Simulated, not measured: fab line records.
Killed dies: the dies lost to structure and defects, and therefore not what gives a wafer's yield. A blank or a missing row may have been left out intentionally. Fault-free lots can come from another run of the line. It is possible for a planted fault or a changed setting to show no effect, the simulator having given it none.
Matching of chambers / flow sfq_line / 4 sister chambers for SFQ_TRILAYER_I2_VIA_BARC_OPEN_VIA_ETCH_096 on rie_diel-01
The step etches BARC in O2, target depth 125 nm, time 41.7 s. 14 wafers are shown with their chamber, then 6 later ones without.

WAFERS WITH THEIR CHAMBER
wafer=L914.2; chamber=1; run_length_s (s)=70.1; oes_product_au (a.u.)=0.685
wafer=L914.5; chamber=0; run_length_s (s)=70.1; oes_product_au (a.u.)=0.682
wafer=L914.6; chamber=1; run_length_s (s)=69.6; oes_product_au (a.u.)=0.681
wafer=L915.2; chamber=3; run_length_s (s)=69.6; oes_product_au (a.u.)=0.690
wafer=L915.5; chamber=0; run_length_s (s)=70.4; oes_product_au (a.u.)=0.681
wafer=L915.6; chamber=3; run_length_s (s)=69.5; oes_product_au (a.u.)=0.683
wafer=L917.3; chamber=2; run_length_s (s)=70.2; oes_product_au (a.u.)=0.687
wafer=L917.4; chamber=0; run_length_s (s)=70.7; oes_product_au (a.u.)=0.689
wafer=L917.6; chamber=3; run_length_s (s)=69.4; oes_product_au (a.u.)=0.693
wafer=L918.4; chamber=0; run_length_s (s)=70.2; oes_product_au (a.u.)=0.687
wafer=L918.5; chamber=1; run_length_s (s)=69.6; oes_product_au (a.u.)=0.687
wafer=L918.6; chamber=0; run_length_s (s)=70.6; oes_product_au (a.u.)=0.690
wafer=L926.1; chamber=0; run_length_s (s)=70.8; oes_product_au (a.u.)=0.677
wafer=L926.6; chamber=3; run_length_s (s)=69.5; oes_product_au (a.u.)=0.682

SIGNATURES (means of the wafers above)
reading=run_length_s; chamber 0=70.467; chamber 1=69.767; chamber 2=70.200; chamber 3=69.500; scatter within a chamber=0.241
reading=oes_product_au; chamber 0=0.68433; chamber 1=0.68433; chamber 2=0.68700; chamber 3=0.68700; scatter within a chamber=0.00486
Rule: distance of a wafer from a chamber = root of the sum over the readings of ((wafer's reading minus chamber's mean) / reading's scatter) squared. The wafer belongs to the nearest chamber; if the next one is less than 2 further off, it can't be placed. The scatter: take each reading less its chamber's mean, square it, sum over the shown wafers, divide by the number of wafers less the number of chambers, and take the root.

WAFERS WITH NO CHAMBER GIVEN
wafer=L929.1; run_length_s (s)=69.6; oes_product_au (a.u.)=0.688
wafer=L929.2; run_length_s (s)=70.3; oes_product_au (a.u.)=0.694
wafer=L929.5; run_length_s (s)=70.0; oes_product_au (a.u.)=0.688
wafer=L936.3; run_length_s (s)=69.8; oes_product_au (a.u.)=0.685
wafer=L936.4; run_length_s (s)=70.3; oes_product_au (a.u.)=0.691
wafer=L936.5; run_length_s (s)=70.0; oes_product_au (a.u.)=0.689

THE CHAMBER EACH PASSED THROUGH
wafer=L929.1; from the rows above=can't be placed: 3 or 1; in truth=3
wafer=L929.2; from the rows above=can't be placed: 2 or 0 or 1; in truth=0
wafer=L929.5; from the rows above=can't be placed: 2 or 1 or 0 or 3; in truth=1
wafer=L936.3; from the rows above=can't be placed: 1 or 3 or 2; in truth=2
wafer=L936.4; from the rows above=can't be placed: 2 or 0 or 1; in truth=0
wafer=L936.5; from the rows above=can't be placed: 2 or 1 or 3 or 0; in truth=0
Placed correctly: 0 of 6. Not placeable from these rows: 6 (in 6, the candidates include the true chamber). Placed wrongly: 0.
